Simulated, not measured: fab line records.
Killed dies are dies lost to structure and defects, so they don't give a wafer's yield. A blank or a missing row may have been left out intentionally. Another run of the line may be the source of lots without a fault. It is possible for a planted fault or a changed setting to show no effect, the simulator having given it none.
Chamber matching / flow gf180mcu / GF_SAB_CVD_00 on pecvd-01 has 3 sister chambers
The step deposits SiO2 from TEOS, target thk 50 nm, time 4.9302 s. 14 wafers are shown with their chamber, then 7 later ones without.

WAFERS, EACH WITH ITS CHAMBER
wafer=L364.2; chamber=1; heater-power-w (W)=618; heater-power-outer-w (W)=386
wafer=L364.3; chamber=2; heater-power-w (W)=676; heater-power-outer-w (W)=358
wafer=L364.5; chamber=0; heater-power-w (W)=451; heater-power-outer-w (W)=261
wafer=L366.2; chamber=0; heater-power-w (W)=471; heater-power-outer-w (W)=263
wafer=L366.3; chamber=2; heater-power-w (W)=563; heater-power-outer-w (W)=308
wafer=L366.4; chamber=2; heater-power-w (W)=595; heater-power-outer-w (W)=308
wafer=L367.2; chamber=1; heater-power-w (W)=568; heater-power-outer-w (W)=343
wafer=L367.3; chamber=2; heater-power-w (W)=707; heater-power-outer-w (W)=385
wafer=L367.4; chamber=0; heater-power-w (W)=432; heater-power-outer-w (W)=241
wafer=L373.2; chamber=2; heater-power-w (W)=667; heater-power-outer-w (W)=362
wafer=L373.4; chamber=1; heater-power-w (W)=654; heater-power-outer-w (W)=389
wafer=L373.6; chamber=2; heater-power-w (W)=651; heater-power-outer-w (W)=378
wafer=L375.2; chamber=1; heater-power-w (W)=629; heater-power-outer-w (W)=390
wafer=L375.3; chamber=2; heater-power-w (W)=658; heater-power-outer-w (W)=356

SIGNATURES, as means of the wafers listed above
reading=heater-power-w; chamber 0=451.33; chamber 1=617.25; chamber 2=645.29; scatter within a chamber=42
reading=heater-power-outer-w; chamber 0=255.00; chamber 1=377.00; chamber 2=350.71; scatter within a chamber=26.3
Rule: distance of a wafer from a chamber = root of the sum over the readings of ((wafer's reading minus chamber's mean) / reading's scatter) squared. The wafer belongs to the nearest chamber; if the next one is less than 2 further off, it can't be placed. The scatter: the root of (the sum of the squares of (reading less its chamber's mean) over the shown wafers, divided by (wafers less chambers)).

WAFERS WITH NO CHAMBER GIVEN
wafer=L375.6; heater-power-w (W)=458; heater-power-outer-w (W)=261
wafer=L376.4; heater-power-w (W)=460; heater-power-outer-w (W)=259
wafer=L376.6; heater-power-w (W)=567; heater-power-outer-w (W)=294
wafer=L377.1; heater-power-w (W)=656; heater-power-outer-w (W)=378
wafer=L377.6; heater-power-w (W)=597; heater-power-outer-w (W)=359
wafer=L379.3; heater-power-w (W)=614; heater-power-outer-w (W)=397
wafer=L379.6; heater-power-w (W)=556; heater-power-outer-w (W)=304

WHICH CHAMBER EACH WENT THROUGH
wafer=L375.6; from the rows above=0; in truth=0
wafer=L376.4; from the rows above=0; in truth=0
wafer=L376.6; from the rows above=can't be placed: 2 or 0 or 1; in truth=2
wafer=L377.1; from the rows above=can't be placed: 1 or 2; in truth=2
wafer=L377.6; from the rows above=can't be placed: 1 or 2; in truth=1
wafer=L379.3; from the rows above=can't be placed: 1 or 2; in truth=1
wafer=L379.6; from the rows above=can't be placed: 2 or 0 or 1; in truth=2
Correctly placed: 2 of 7. Unplaceable from these rows: 5, with the true chamber sitting among the candidates in 5. Number placed wrongly: 0.
